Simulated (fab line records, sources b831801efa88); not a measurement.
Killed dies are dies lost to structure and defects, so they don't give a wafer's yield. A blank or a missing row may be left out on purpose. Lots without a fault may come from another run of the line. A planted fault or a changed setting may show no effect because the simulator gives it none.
fab line records | flow sfq_line
record lots=15 wafers=45 last_day=88
route steps=325 shown M4@158 M6@259 I7@306
lots that met no fault: from a run of the same line without faults
start_h: hours from the record's first day to the start of the lot's first wafer shown | wait_h: hours since the lot's step before | " the same as in the row above | L1.1+2: a row that stands for several wafers | - no value, or no start given | * or withheld: withheld | < > ~ a bound
route shown NAME@n: a module of which the file shows steps, and the number in the route of the first | usual: mean/standard deviation of fault-free wafers | same: alike in all rows | chamber/n: place in a boat | sites: the reading at each site | _std_site: their standard deviation | _edge_site: outer sites' mean less inner sites' | radius_mm: how far each site lies from the wafer's centre | mask NAME#n: copy n | behind: the tool/chamber that last shaped the wafer | hold: why the lot was held/for how many hours/how that ended | device: the transistor (n, p or np) that didn't switch | end of line: the same wafers' tests at the end of the route | a step without rows: its recipe alone | killed: dies lost to structure and defects at the first sort, not the wafer's yield | map: a wafer's dies, x killed, . not, _ none there
set.NAME: the setting as run; set.NAME@STEP: as run at that earlier step | model.NAME: the simulator's own value behind a step, which no gauge read
steps of the route over a sample of lots; a table a step, a row a wafer
services: from which hour (start_h, from the record's first day; less than 0 if before it) a tool's chamber was out of use, for how many hours, and why
## steps
# step SFQ_M4_OVL_MEAS_926
# usual M4_OVL=-3/5.3
# columns lot.wafer tool chamber start_h wait_h M4_OVL[nm]
L504.3 overlay-02 - 1167.84 0.1 -5
L504.4 " - " " -10
L504.6 " - " " -8
L505.1 overlay-01 - 1173.83 0.1 -5
L505.2 " - " " 5
L505.3 " - " " -2
L506.2 overlay-01 - 1258.58 0.1 -13
L506.3 " - " " -6
L506.5 " - " " -9
L507.1 overlay-01 - 1259.77 0.1 -9
L507.3 " - " " -3
L507.5 " - " " -2
L508.1 overlay-01 - 1265.77 0.1 7
L508.2 " - " " -2
L508.6 " - " " 2
L513.4 overlay-02 - 1280.19 0.1 -9
L513.5 " - " " -9
L513.6 " - " " -11
L515.3 overlay-01 - 1283.78 0.1 -1
L515.5 " - " " 1
L515.6 " - " " 1
L517.2 overlay-01 - 1294.53 0.1 -5
L517.5 " - " " -1
L517.6 " - " " -1
L518.1 overlay-01 - 1295.73 0.1 6
L518.2 " - " " 1
L518.4 " - " " 3
L519.2 overlay-02 - 1352.35 0.1 -4
L519.3 " - " " -3
L519.6 " - " " -7
L520.3 overlay-02 - 1383.27 0.1 -8
L520.5 " - " " -1
L520.6 " - " " -3
L521.1 overlay-01 - 1392.89 0.1 -7
L521.2 " - " " -5
L521.5 " - " " -7
L522.2 overlay-02 - 1405.00 0.1 6
L522.3 " - " " 5
L522.6 " - " " 4
L523.1 overlay-02 - 1408.59 0.1 -3
L523.2 " - " " 2
L523.4 " - " " 0
L524.1 overlay-01 - 1519.12 0.1 -2
L524.2 " - " " 1
L524.5 " - " " -2
# step SFQ_TRILAYER_M4_ETCH_METAL_ETCH_096
# recipe target=Nb stop_on=SiO2 mask_material=PR chemistry=Cl2/Ar target_depth_nm=240 icp_w=600 bias_w=80 pressure_mtorr=10 time_s=120
# usual drypump_motor_current_A=5.67/0.17 oes_product_au=0.892/0.007
# columns lot.wafer tool chamber start_h wait_h drypump_motor_current_A oes_product_au rf_hours_counter_h
L504.3 rie_metal-01 0 1167.97 0.1 5.58 0.887 -
L504.4 " 1 " " 5.60 0.906 -
L504.6 " 1 " " 5.63 0.898 -
L505.1 rie_metal-01 1 1173.99 0.1 5.60 0.882 43
L505.2 " 1 " " 5.60 0.892 -
L505.3 " 1 " " 5.61 0.888 -
L506.2 rie_metal-02 0 1258.66 0.0 5.70 0.891 69
L506.3 " 1 " " 5.40 0.886 -
L506.5 " 0 " " 5.71 0.882 -
L507.1 rie_metal-04 0 1259.86 0.0 5.77 0.890 61
L507.3 " 0 " " 5.79 0.895 -
L507.5 " 1 " " 5.93 0.895 -
L508.1 rie_metal-04 0 1265.86 0.0 5.80 0.902 62
L508.2 " 1 " " 5.91 0.894 51
L508.6 " 1 " " 5.92 0.894 -
L513.4 rie_metal-02 1 1280.31 0.1 5.39 0.902 -
L513.5 " 1 " " 5.37 0.894 -
L513.6 " 0 " " 5.75 0.892 -
L515.3 rie_metal-02 1 1283.91 0.1 5.41 0.898 -
L515.5 " 0 " " 5.74 0.901 -
L515.6 " 1 " " 5.39 0.901 -
L517.2 rie_metal-04 0 1294.62 0.0 5.80 0.885 67
L517.5 " 0 " " 5.80 0.898 -
L517.6 " 1 " " 5.91 0.896 -
L518.1 rie_metal-02 0 1295.88 0.1 5.72 0.893 77
L518.2 " 0 " " 5.73 0.891 -
L518.4 " 0 " " 5.73 0.883 -
L519.2 rie_metal-01 1 1352.43 0.0 5.61 0.898 70
L519.3 " 1 " " 5.61 0.901 -
L519.6 " 1 " " 5.60 0.904 -
L520.3 rie_metal-04 1 1383.40 0.1 5.92 0.893 -
L520.5 " 0 " " 5.81 0.889 -
L520.6 " 1 " " 5.91 0.887 -
L521.1 rie_metal-02 1 1392.99 0.0 5.37 0.895 12
L521.2 " 0 " " 5.71 0.894 93
L521.5 " 0 " " 5.73 0.890 -
L522.2 rie_metal-02 1 1405.20 0.1 5.39 0.875 -
L522.3 " 1 " " 5.41 0.887 -
L522.6 " 1 " " 5.41 0.885 -
L523.1 rie_metal-04 1 1408.69 0.0 5.93 0.909 76
L523.2 " 0 " " 5.78 0.897 86
L523.4 " 1 " " 5.93 0.908 -
L524.1 rie_metal-01 1 1519.21 0.0 5.61 0.885 95
L524.2 " 0 " " 5.59 0.878 5
L524.5 " 1 " " 5.60 0.889 -
# step SFQ_TRILAYER_M6_LITHO_PEB_162
# recipe peb_temp_c=115 peb_time_s=60 resist=KrF
# usual chill_plate_temp_C=23.02/0.12 exhaust_pa=44.9/0.87
# columns lot.wafer tool chamber start_h wait_h chill_plate_temp_C exhaust_pa
L504.3 litho_track-03 0 1806.41 0.7 22.94 46.0
L504.4 " 0 " " 22.96 45.7
L504.6 " 0 " " 23.10 44.8
L505.1 litho_track-01 0 1808.76 1.0 22.92 46.0
L505.2 " 0 " " 23.05 46.6
L505.3 " 0 " " 22.88 46.7
L506.2 litho_track-02 - 1817.18 0.8 - -
L506.3 " - " " - -
L506.5 " - " " - -
L507.1 litho_track-02 - 1818.36 1.0 - -
L507.3 " - " " - -
L507.5 " - " " - -
L508.1 litho_track-02 - 1819.56 1.0 - -
L508.2 " - " " - -
L508.6 " - " " - -
L513.4 litho_track-03 0 1828.03 0.5 22.77 45.1
L513.5 " 0 " " 22.81 45.6
L513.6 " 0 " " 22.91 44.6
L515.3 litho_track-01 0 1831.61 0.7 22.86 46.0
L515.5 " 0 " " 22.92 46.0
L515.6 " 0 " " 23.08 46.0
L517.2 litho_track-02 0 1842.38 0.8 23.42 46.2
L517.5 " 0 " " 23.25 45.0
L517.6 " 0 " " 23.18 45.2
L518.1 litho_track-01 0 1845.96 1.0 23.04 45.5
L518.2 " 0 " " 23.09 45.7
L518.4 " 0 " " 23.02 45.9
L519.2 litho_track-01 0 1882.07 0.8 22.98 44.5
L519.3 " 0 " " 22.97 44.6
L519.6 " 0 " " 23.11 44.5
L520.3 litho_track-02 0 1886.89 0.7 23.13 43.4
L520.5 " 0 " " 23.10 43.7
L520.6 " 0 " " 23.29 43.6
L521.1 litho_track-01 0 1907.42 1.0 23.09 45.8
L521.2 " 0 " " 23.10 44.3
L521.5 " 0 " " 23.01 45.7
L522.2 litho_track-02 0 1918.84 0.8 23.05 44.7
L522.3 " 0 " " 23.15 44.9
L522.6 " 0 " " 23.22 44.4
L523.1 litho_track-02 0 1920.02 1.0 23.00 46.1
L523.2 " 0 " " 23.14 44.2
L523.4 " 0 " " 23.09 46.5
L524.1 litho_track-03 0 1956.64 1.0 22.90 44.5
L524.2 " 0 " " 23.12 43.5
L524.5 " 0 " " 22.87 44.3
# step SFQ_I7_OVL_MEAS_947
# usual I7_OVL=-2/5.9
# columns lot.wafer tool chamber start_h wait_h I7_OVL[nm]
L504.3 overlay-01 - 1934.54 0.1 -6
L504.4 " - " " 5
L504.6 " - " " -3
L505.1 overlay-02 - 1938.13 0.1 -12
L505.2 " - " " -4
L505.3 " - " " -5
L506.2 overlay-02 - 1945.34 0.1 -
L506.3 " - " " -
L506.5 " - " " -
L507.1 overlay-02 - 1948.54 0.1 -
L507.3 " - " " -
L507.5 " - " " -
L508.1 overlay-02 - 1949.74 0.1 -
L508.2 " - " " -
L508.6 " - " " -
L513.4 overlay-02 - 1955.76 0.1 2
L513.5 " - " " 5
L513.6 " - " " 3
L515.3 overlay-02 - 2029.36 0.1 -3
L515.5 " - " " -6
L515.6 " - " " 1
L517.2 overlay-02 - 2037.82 0.1 -6
L517.5 " - " " -2
L517.6 " - " " -7
L518.1 overlay-02 - 2044.01 0.1 11
L518.2 " - " " 9
L518.4 " - " " 4
L519.2 overlay-02 - 2059.43 0.1 1
L519.3 " - " " -9
L519.6 " - " " 0
L520.3 overlay-02 - 2064.40 0.1 -7
L520.5 " - " " -9
L520.6 " - " " -7
L521.1 overlay-02 - 2072.95 0.1 11
L521.2 " - " " 9
L521.5 " - " " 16
L522.2 overlay-01 - 2086.65 0.1 -6
L522.3 " - " " -8
L522.6 " - " " 1
L523.1 overlay-01 - 2087.85 0.1 -10
L523.2 " - " " -13
L523.4 " - " " -7
L524.1 overlay-02 - 2109.86 0.1 -7
L524.2 " - " " -8
L524.5 " - " " -5
## services
# columns tool chamber start_h hours kind
rie_metal-01 0 1168.97 6.5 repair
rie_metal-02 - 1235.24 1.6 repair
rie_metal-01 1 1244.02 14.1 repair
rie_metal-04 1 1246.41 6.7 repair
rie_metal-02 - 1249.84 0.1 repair
rie_metal-02 1 1286.07 - clean
rie_metal-02 1 1286.07 - consumable_replace:focus_ring
rie_metal-02 1 1286.07 21.7 scheduled_down
rie_metal-01 - 1348.45 2.8 pm
rie_metal-04 - 1391.62 0.8 repair
rie_metal-01 - 1396.64 14.6 pm
rie_metal-02 0 1404.21 4.0 repair
rie_metal-02 - 1415.92 28.1 pm
rie_metal-02 - 1529.40 0.8 repair
rie_metal-01 - 1608.60 0.2 repair
rie_metal-02 - 1632.35 2.8 pm
rie_metal-04 0 1660.49 6.5 repair
rie_metal-04 1 1662.43 19.2 repair
rie_metal-02 1 1674.84 10.0 repair
rie_metal-04 - 1695.41 1.2 repair
rie_metal-01 1 1801.42 16.4 repair
rie_metal-01 - 1823.96 1.4 pm
rie_metal-01 1 1884.81 6.7 repair
rie_metal-02 1 1943.80 9.8 repair
## key
first_sign step=SFQ_TRILAYER_M6_LITHO_PEB_162 reading=tool_record direction=missing
effect none on later readings
met_at SFQ_TRILAYER_M6_LITHO_PEB_162
struck_lots L506,L507,L508
not_acting_at SFQ_M4_OVL_MEAS_926,SFQ_TRILAYER_M4_ETCH_METAL_ETCH_096,SFQ_I7_OVL_MEAS_947
fault kind=skipped_step_whole tool=litho_track-02 chamber=- onset_h=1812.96 steps=SFQ_TRILAYER_M6_LITHO_PEB_162 scope=struck_lots_only
